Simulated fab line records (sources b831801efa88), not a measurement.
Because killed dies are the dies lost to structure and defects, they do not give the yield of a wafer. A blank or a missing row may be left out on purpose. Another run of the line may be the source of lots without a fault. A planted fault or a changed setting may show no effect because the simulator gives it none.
2 desks looking at one fault + flow gf180mcu + each desk holds nothing but its own numbers, with what lay behind them at the end

## THE TOOL OWNER'S DESK: pvd-sputter-04
The tool's own readings at GF_M4_SPUTTER_04 (material TiN, target thk 50 nm, time 41.7 s): means of the sampled wafers that have a number, for each lot that ran on this tool. Marked OUT: a lot whose mean sits more than 4 standard deviations from the usual mean, which makes it out of limits; the brackets give that distance.
Columns: A = chamber-pressure-pa at GF_M4_SPUTTER_04, usual 0.4001 Pa; B = throttle-valve-pct at GF_M4_SPUTTER_04, usual 29.9 %
| lot  | first seen here | A                | B    |
|------|-----------------|------------------|------|
| L389 | day 23 01:22    | 0.4011           | 29.2 |
| L391 | day 23 22:29    | 0.4003           | 29.2 |
| L393 | day 24 21:35    | 0.4004           | 29.6 |
| L394 | day 25 02:53    | 0.4274 (+34) OUT | 28.4 |
| L396 | day 25 16:11    | 0.4277 (+35) OUT | 28.0 |
| L405 | day 28 11:05    | 0.4001           | 29.8 |
| L407 | day 28 19:12    | 0.4000           | 29.8 |
| L410 | day 30 01:11    | 0.3998           | 28.9 |
This desk's verdict: out of limits on L394, L396, starting with L394 at day 25 02:53 (chamber-pressure-pa at GF_M4_SPUTTER_04). Within limits: L389, L391, L393, L405, L407, L410.

## METROLOGY DESK
Lot by lot, what the gauges showed, no matter which tool ran the lot: averages of those sampled wafers that carry a number. Marked OUT: a lot whose mean sits more than 4 standard deviations from the usual mean, which makes it out of limits; the brackets give that distance.
Columns: A = M4_OVL at GF_M4_OVL_MEAS_15, usual 4 nm
| lot  | first seen here | A  |
|------|-----------------|----|
| L389 | day 23 23:01    | 2  |
| L390 | day 24 06:59    | -1 |
| L391 | day 24 20:22    | 2  |
| L393 | day 25 18:01    | 0  |
| L394 | day 25 23:38    | 4  |
| L396 | day 26 14:05    | 2  |
| L400 | day 27 18:46    | 4  |
| L403 | day 28 13:38    | 4  |
| L405 | day 29 05:50    | 0  |
| L406 | day 29 12:07    | 5  |
| L407 | day 29 14:10    | 13 |
| L410 | day 30 19:31    | -4 |
Finding of this desk: none of the 12 lots has anything out of limits.

## PUT TOGETHER
The tool owner's desk could have raised an alarm at day 25 02:53, on L394, L396.
From the metrology desk's view, nothing was out of limits.
The metrology desk holds a record of L394, L396, inside its limits.
Of the lots named, all ran GF_M4_SPUTTER_04 on pvd-sputter-04.

## WHAT THE SIMULATOR HAD INSERTED
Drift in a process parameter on pvd-sputter-04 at GF_M4_SPUTTER_04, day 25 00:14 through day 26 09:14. Setting chamber-pressure-pa shifted by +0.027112 from 0.4. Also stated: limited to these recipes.
Struck lots among those shown: L394, L396.
Hours from the fault's start to each desk's first reading out of limits: the tool owner's desk, 3.
